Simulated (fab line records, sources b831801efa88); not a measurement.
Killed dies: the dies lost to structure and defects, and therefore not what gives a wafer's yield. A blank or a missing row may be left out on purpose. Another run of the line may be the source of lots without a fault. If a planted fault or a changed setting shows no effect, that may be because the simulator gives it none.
fab line records    flow sky130
record: lots: 11  wafers: 33  last_day: 50
route steps=708 shown METAL4@631 METAL5@675 PAD_OPEN@708
lots that met no fault: taken from a fault-free run of the same line
start_h: hours from the record's opening day to when the first of the lot's shown wafers began    wait_h: how many hours have passed since the lot's step before this one    " the same as in the row above    L1.1+2: several wafers, shown together as one row    - value missing, or start not given    * or withheld: withheld    < > ~ a bound
route shown NAME@n: a module of which the file shows steps, and the number in the route of the first    usual: mean/standard deviation taken from wafers without a fault    same: alike in all rows    chamber/n: place in a boat    sites: the reading at each site    _std_site: their standard deviation    _edge_site: the outer-site mean with the inner-site mean subtracted    radius_mm: how far each site lies from the wafer's centre    mask NAME#n: copy n    behind: tool/chamber where the wafer was last shaped    hold: reason for holding the lot/hours on hold/outcome of the hold    device: which transistor (n, p or np) failed to switch    end of line: the same wafers' tests at the end of the route    a step without rows: its recipe alone    killed: dies that structure and defects cost at the first sort, which is not the same as the wafer's yield    map: per-die view of a wafer (x killed, . not killed, _ where there is no die)
set.NAME: the setting as run; set.NAME@STEP: as run at that earlier step    model.NAME: the simulator's own value behind a step, which no gauge read
route steps across a sampled set of lots; one table per step, one row per wafer
services: when a tool's chamber went out of use (start_h, in hours from the record's first day, below 0 if earlier), for how many hours, and the reason
== steps ==
step: SKY_METAL4_DESCUM_15
recipe: chemistry: O2  source_power_w: 150  bias_power_w: 0  pressure_mtorr: 10  temp_c: 40  time_s: 8
usual: drypump_motor_current_A: 5.7/0.48  oes_product_au: 1.004/0.0076
lot.wafer  tool          chamber  start_h  wait_h  drypump_motor_current_A  oes_product_au  rf_hours_counter_h
L138.2     rie_metal-03  0        972.06   0.0     5.7                      1.006           -
L138.3     "             0        "        "       5.7                      1.007           -
L138.6     "             0        "        "       5.7                      1.000           -
L140.1     rie_metal-03  0        987.55   0.0     5.7                      1.007           14
L140.4     "             0        "        "       5.7                      1.011           -
L140.5     "             0        "        "       5.7                      1.002           -
L141.4     rie_metal-02  1        1004.12  0.0     6.4                      1.004           -
L141.5     "             1        "        "       6.4                      1.001           -
L141.6     "             1        "        "       6.4                      0.994           -
L142.1     rie_metal-04  1        1007.27  0.0     5.8                      0.986           19
L142.2     "             0        "        "       5.3                      1.006           12
L142.3     "             1        "        "       5.8                      0.992           -
L145.3     rie_metal-04  1        1021.36  0.0     5.8                      0.999           -
L145.4     "             0        "        "       5.4                      1.002           -
L145.5     "             1        "        "       5.8                      1.001           -
L146.1     rie_metal-03  1        1038.50  0.0     5.0                      1.024           3
L146.3     "             1        "        "       5.0                      1.012           -
L146.6     "             1        "        "       5.0                      1.015           -
L149.3     rie_metal-03  1        1053.55  0.0     5.0                      1.007           -
L149.4     "             0        "        "       5.7                      1.003           -
L149.6     "             1        "        "       5.0                      1.016           -
L151.3     rie_metal-04  1        1067.41  0.0     5.8                      0.993           -
L151.5     "             0        "        "       5.4                      1.001           -
L151.6     "             1        "        "       5.8                      0.993           -
L157.1     rie_metal-03  0        1098.72  0.0     5.8                      1.000           20
L157.2     "             1        "        "       5.0                      1.019           6
L157.3     "             0        "        "       5.8                      0.992           -
L158.4     rie_metal-02  1        1110.08  0.0     6.5                      1.010           -
L158.5     "             0        "        "       6.3                      1.001           -
L158.6     "             1        "        "       6.5                      0.996           -
L161.2     rie_metal-02  1        1117.90  0.0     6.5                      1.001           3
L161.4     "             0        "        "       6.2                      1.003           -
L161.6     "             1        "        "       6.5                      0.990           -
step: SKY_METAL4_ETCH_16
recipe: chemistry: N2/H2  target: BARC  ion_energy_ev: 200  bias_w: 100  pressure_mtorr: 30  n2_flow_sccm: 100  h2_flow_sccm: 200  icp_w: 500  stop_on: SiO2  time_s: 88.2  target_depth_a: 600
usual: drypump_motor_current_A: 5.7/0.48  oes_product_au: 0.622/0.0046  throttle_valve_pct: 13.205/0.011
lot.wafer  tool          chamber  start_h  wait_h  drypump_motor_current_A  oes_product_au  rf_hours_counter_h  throttle_valve_pct
L138.2     rie_metal-03  0        972.14   0.1     5.8                      0.624           -                   13.224
L138.3     "             0        "        "       5.7                      0.617           -                   13.196
L138.6     "             0        "        "       5.7                      0.627           -                   13.212
L140.1     rie_metal-03  0        987.58   0.0     5.7                      0.622           14                  13.214
L140.4     "             0        "        "       5.7                      0.622           -                   13.209
L140.5     "             0        "        "       5.7                      0.613           -                   13.220
L141.4     rie_metal-02  1        1004.25  0.1     6.4                      0.620           -                   13.208
L141.5     "             1        "        "       6.5                      0.614           -                   13.218
L141.6     "             1        "        "       6.4                      0.620           -                   13.202
L142.1     rie_metal-04  1        1007.30  0.0     5.8                      0.624           19                  13.203
L142.2     "             0        "        "       5.3                      0.610           12                  13.229
L142.3     "             1        "        "       5.8                      0.627           -                   13.192
L145.3     rie_metal-04  1        1021.41  0.0     5.8                      0.625           -                   13.212
L145.4     "             0        "        "       5.3                      0.619           -                   13.201
L145.5     "             1        "        "       5.8                      0.618           -                   13.202
L146.1     rie_metal-03  1        1038.53  0.0     5.0                      0.628           3                   13.212
L146.3     "             1        "        "       5.0                      0.621           -                   13.224
L146.6     "             1        "        "       5.0                      0.625           -                   13.210
L149.3     rie_metal-03  1        1053.60  0.0     5.0                      0.625           -                   13.210
L149.4     "             0        "        "       5.7                      0.624           -                   13.217
L149.6     "             1        "        "       5.0                      0.625           -                   13.214
L151.3     rie_metal-04  1        1067.46  0.0     5.8                      0.622           -                   13.223
L151.5     "             0        "        "       5.4                      0.626           -                   13.199
L151.6     "             1        "        "       5.8                      0.618           -                   13.207
L157.1     rie_metal-03  0        1098.75  0.0     5.7                      0.626           20                  13.216
L157.2     "             1        "        "       5.0                      0.617           6                   13.199
L157.3     "             0        "        "       5.7                      0.624           -                   13.206
L158.4     rie_metal-02  1        1110.13  0.0     6.5                      0.621           -                   13.196
L158.5     "             0        "        "       6.3                      0.628           -                   13.203
L158.6     "             1        "        "       6.5                      0.624           -                   13.200
L161.2     rie_metal-02  1        1117.93  0.0     6.5                      0.620           3                   13.192
L161.4     "             0        "        "       6.3                      0.625           -                   13.199
L161.6     "             1        "        "       6.5                      0.625           -                   13.196
step: SKY_METAL5_DESCUM_14
recipe: chemistry: O2  source_power_w: 150  bias_power_w: 0  pressure_mtorr: 10  temp_c: 40  time_s: 11
usual: drypump_motor_current_A: 5.4/0.34  oes_product_au: 1.002/0.0071
lot.wafer  tool          chamber  start_h  wait_h  drypump_motor_current_A  oes_product_au  rf_hours_counter_h
L138.2     rie_metal-01  0        1022.20  0.1     4.9                      1.002           4
L138.3     "             1        "        "       5.7                      0.998           -
L138.6     "             1        "        "       5.7                      1.003           -
L140.1     rie_metal-04  0        1036.15  0.1     5.3                      1.005           14
L140.4     "             1        "        "       5.8                      0.993           -
L140.5     "             1        "        "       5.8                      1.000           -
L141.4     rie_metal-03  1        1052.10  0.1     5.0                      1.012           -
L141.5     "             0        "        "       5.7                      1.003           -
L141.6     "             1        "        "       5.0                      1.014           -
L142.1     rie_metal-03  0        1055.11  0.1     5.7                      1.004           18
L142.2     "             1        "        "       5.0                      1.011           4
L142.3     "             1        "        "       5.0                      0.999           -
L145.3     rie_metal-04  0        1068.20  0.1     5.4                      0.998           -
L145.4     "             1        "        "       5.8                      0.996           -
L145.5     "             0        "        "       5.3                      1.011           -
L146.1     rie_metal-03  0        1084.59  0.1     5.7                      0.991           20
L146.3     "             1        "        "       5.0                      1.017           -
L146.6     "             0        "        "       5.7                      0.999           -
L149.3     rie_metal-04  1        1098.87  0.1     5.8                      1.005           -
L149.4     "             0        "        "       5.3                      1.002           -
L149.6     "             1        "        "       5.8                      0.992           -
L151.3     rie_metal-04  0        1111.22  0.1     5.3                      1.001           -
L151.5     "             0        "        "       5.4                      0.996           -
L151.6     "             1        "        "       5.8                      1.002           -
L157.1     rie_metal-03  1        1140.61  0.1     5.0                      1.013           9
L157.2     "             0        "        "       5.7                      0.997           23
L157.3     "             0        "        "       5.7                      0.999           -
L158.4     rie_metal-01  1        1151.01  0.1     5.7                      1.004           -
L158.5     "             0        "        "       4.9                      1.003           -
L158.6     "             1        "        "       5.7                      1.006           -
L161.2     rie_metal-01  0        1158.71  0.1     4.9                      1.011           13
L161.4     "             1        "        "       5.7                      1.013           -
L161.6     "             1        "        "       5.7                      1.005           -
step: SKY_METAL5_STRIP_16
recipe: chemistry: O2/N2  power_w: 1400  pressure_mtorr: 1500  platen_temp_c: withheld  o2_flow_sccm: 3000  n2_flow_sccm: 300  overash_fraction: 0.5
usual: drypump_motor_current_A: 5.6/0.31  oes_product_au: 0.710/0.0046  strip_time_to_endpoint_s: 13.03/0.1
lot.wafer  tool             chamber  start_h  wait_h  drypump_motor_current_A  oes_product_au  rf_hours_counter_h  strip_time_to_endpoint_s
L138.2     plasma_asher-03  0        1022.47  0.2     5.7                      0.703           28                  12.96
L138.3     "                1        "        "       5.2                      0.708           -                   13.11
L138.6     "                0        "        "       5.7                      0.707           -                   13.13
L140.1     plasma_asher-03  1        1036.51  0.2     5.3                      0.703           29                  13.06
L140.4     "                1        "        "       5.3                      0.703           -                   13.16
L140.5     "                0        "        "       5.7                      0.708           -                   13.15
L141.4     plasma_asher-03  1        1052.39  0.1     5.3                      0.710           -                   12.83
L141.5     "                1        "        "       5.3                      0.705           -                   13.01
L141.6     "                0        "        "       5.7                      0.709           -                   12.85
L142.1     plasma_asher-01  1        1055.38  0.2     5.5                      0.713           60                  13.12
L142.2     "                0        "        "       5.4                      0.709           60                  12.87
L142.3     "                0        "        "       5.4                      0.714           -                   12.82
L145.3     plasma_asher-03  1        1068.49  0.1     5.2                      0.715           -                   13.22
L145.4     "                0        "        "       5.7                      0.711           -                   13.24
L145.5     "                1        "        "       5.2                      0.709           -                   13.17
L146.1     plasma_asher-01  0        1084.86  0.2     5.3                      0.706           63                  13.27
L146.3     "                1        "        "       5.5                      0.710           -                   12.90
L146.6     "                0        "        "       5.4                      0.707           -                   13.15
L149.3     plasma_asher-01  1        1099.16  0.1     5.5                      0.709           -                   13.06
L149.4     "                0        "        "       5.3                      0.716           -                   12.98
L149.6     "                1        "        "       5.5                      0.712           -                   13.04
L151.3     plasma_asher-03  0        1111.51  0.1     5.7                      0.708           -                   13.00
L151.5     "                0        "        "       5.7                      0.707           -                   13.03
L151.6     "                1        "        "       5.3                      0.710           -                   12.94
L157.1     plasma_asher-03  1        1140.88  0.2     5.3                      0.705           40                  12.86
L157.2     "                0        "        "       5.7                      0.717           40                  12.98
L157.3     "                0        "        "       5.7                      0.709           -                   12.97
L158.4     plasma_asher-03  0        1151.30  0.1     5.7                      0.719           -                   13.09
L158.5     "                0        "        "       5.7                      0.707           -                   13.03
L158.6     "                1        "        "       5.3                      0.705           -                   13.13
L161.2     plasma_asher-04  0        1158.98  0.2     5.6                      0.716           9                   13.08
L161.4     "                0        "        "       5.6                      0.711           -                   12.94
L161.6     "                1        "        "       6.3                      0.710           -                   12.97
step: SKY_PAD_OPEN_PROBE_99
usual: defect_limited_yield: 82.2/1.7  killed_at_M0_to_M3: 44/6.3  killed_at_M4_up: 3.1/2  killed_at_contacts: 24/4.8  killed_at_front_end: 15/4.6  killed_at_other: 0.2/0.51  killed_dies: 87/8.4  killed_open: 48/6.4  killed_short: 39/5.9  sort_bin_3_pad_short: 0.9/0.41  sort_bin_5_function: 10.5/1.4  sort_bin_6_memory: 6.3/1.1  sort_n_pass: 405/8.4  sort_yield_pct: 82.2/1.7
same: gross_dies: 492  killed_at_back_side: 0  sort_bin_4_leakage[%]: 0  sort_bin_8_speed[%]: 0
lot.wafer  tool       chamber  start_h  wait_h  defect_limited_yield[%]  killed_at_M0_to_M3  killed_at_M4_up  killed_at_contacts  killed_at_front_end  killed_at_other  killed_dies  killed_open  killed_short  sort_bin_3_pad_short[%]  sort_bin_5_function[%]  sort_bin_6_memory[%]  sort_n_pass  sort_yield_pct[%]
L157.1     prober-01  -        1178.65  0.1     68.9                     47                  63               32                  11                   0                153          49           44            4.3                      16.9                    10.0                  339          68.9
L157.2     prober-01  -        1178.70  0.1     76.8                     39                  33               20                  21                   1                114          45           42            2.4                      15.7                    5.1                   378          76.8
L157.3     prober-01  -        1178.75  0.2     78.0                     40                  22               27                  19                   0                108          51           36            1.2                      13.8                    6.9                   384          78.0
L158.4     prober-02  -        1188.10  0.2     80.3                     39                  27               18                  13                   0                97           39           37            2.8                      11.0                    5.9                   395          80.3
L158.5     prober-02  -        1188.15  0.2     82.7                     29                  20               25                  11                   0                85           43           23            1.4                      11.0                    4.9                   407          82.7
L158.6     prober-02  -        1188.20  0.2     71.1                     37                  68               22                  15                   0                142          33           45            5.1                      16.3                    7.5                   350          71.1
killed by level:class
L157.1 METAL5:unspecified=60 VIA1:geometric_particle:open=16 LI_CONTACT:geometric_particle:open=10 CONTACT:geometric_particle:short=6 VIA1:geometric_particle:short=6 VIA3:geometric_particle:open=6 LI_CONTACT:geometric_particle:short=5 LOCAL_INTERCONNECT:geometric_particle:short=5
L157.2 METAL5:unspecified=27 METAL1:geometric_particle:short=9 VIA1:geometric_particle:open=8 CONTACT:geometric_particle:open=7 VIA3:geometric_particle:open=7 FIELD_ISO:geometric_particle:open=6 FIELD_ISO:geometric_particle:short=6 VIA2:geometric_particle:open=5
L157.3 METAL5:unspecified=21 VIA1:geometric_particle:open=14 LI_CONTACT:geometric_particle:open=10 FIELD_ISO:geometric_particle:open=7 VIA1:geometric_particle:short=7 FIELD_ISO:geometric_particle:short=6 CONTACT:geometric_particle:open=6 LI_CONTACT:geometric_particle:short=4
L158.4 METAL5:unspecified=21 VIA1:geometric_particle:open=10 CONTACT:geometric_particle:open=7 CONTACT:geometric_particle:short=6 VIA3:geometric_particle:open=5 FIELD_ISO:geometric_particle:open=4 VIA1:geometric_particle:short=4 VIA2:geometric_particle:open=4
L158.5 METAL5:unspecified=19 CONTACT:geometric_particle:open=10 VIA2:geometric_particle:open=8 LI_CONTACT:geometric_particle:open=6 METAL1:geometric_particle:short=5 VIA1:geometric_particle:open=4 POLY_GATE:geometric_particle:open=4 VIA3:geometric_particle:open=4
L158.6 METAL5:unspecified=64 METAL2:geometric_particle:short=8 CONTACT:geometric_particle:open=7 FIELD_ISO:geometric_particle:short=6 CONTACT:geometric_particle:short=6 VIA3:geometric_particle:open=6 VIA1:geometric_particle:open=5 VIA2:geometric_particle:open=4
== services ==
tool             chamber  start_h  hours  kind
plasma_asher-03  -        949.34   4.0    pm
rie_metal-03     1        959.50   -      clean
rie_metal-03     1        959.50   27.7   scheduled_down
rie_metal-03     1        959.50   27.7   vent_cycle
rie_metal-01     -        972.06   0.3    repair
rie_metal-01     -        989.06   15.6   pm
rie_metal-02     0        1000.64  9.3    repair
rie_metal-04     -        1007.62  0.5    repair
plasma_asher-04  -        1018.18  0.6    repair
plasma_asher-01  -        1044.02  2.3    repair
plasma_asher-04  -        1055.25  9.0    pm
rie_metal-01     -        1061.38  2.8    pm
plasma_asher-01  -        1070.74  0.4    repair
rie_metal-02     1        1077.86  -      clean
rie_metal-02     1        1077.86  10.8   scheduled_down
rie_metal-03     -        1086.78  10.4   repair
plasma_asher-03  -        1094.23  1.4    repair
rie_metal-01     -        1101.92  14.6   pm
rie_metal-04     1        1121.73  -      clean
rie_metal-04     1        1121.73  -      consumable_replace:focus_ring
rie_metal-04     1        1121.73  21.3   scheduled_down
rie_metal-04     1        1121.73  21.3   vent_cycle
plasma_asher-01  -        1124.36  2.8    repair
rie_metal-04     -        1136.33  2.8    pm
== key ==
first_sign: step: SKY_PAD_OPEN_PROBE_99  reading: killed_at_M4_up  direction: up  sigmas: 18  usual: 3.1  struck: 38.8
effect: step: SKY_PAD_OPEN_PROBE_99  reading: sort_bin_3_pad_short  direction: up  sigmas: 4.9  usual: 0.9  struck: 2.9  wafers_moved: 5
met_at SKY_METAL5_STRIP_16
struck_lots L157,L158
not_acting_at SKY_METAL4_DESCUM_15,SKY_METAL4_ETCH_16,SKY_METAL5_DESCUM_14
onset_between 1111.51 1140.88
fault: kind: chamber_particle_source  tool: plasma_asher-03  chamber: -  onset_h: 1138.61  steps: SKY_METAL5_STRIP_16  rate_per_visit_cm2: 1.3285  end_h: 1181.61
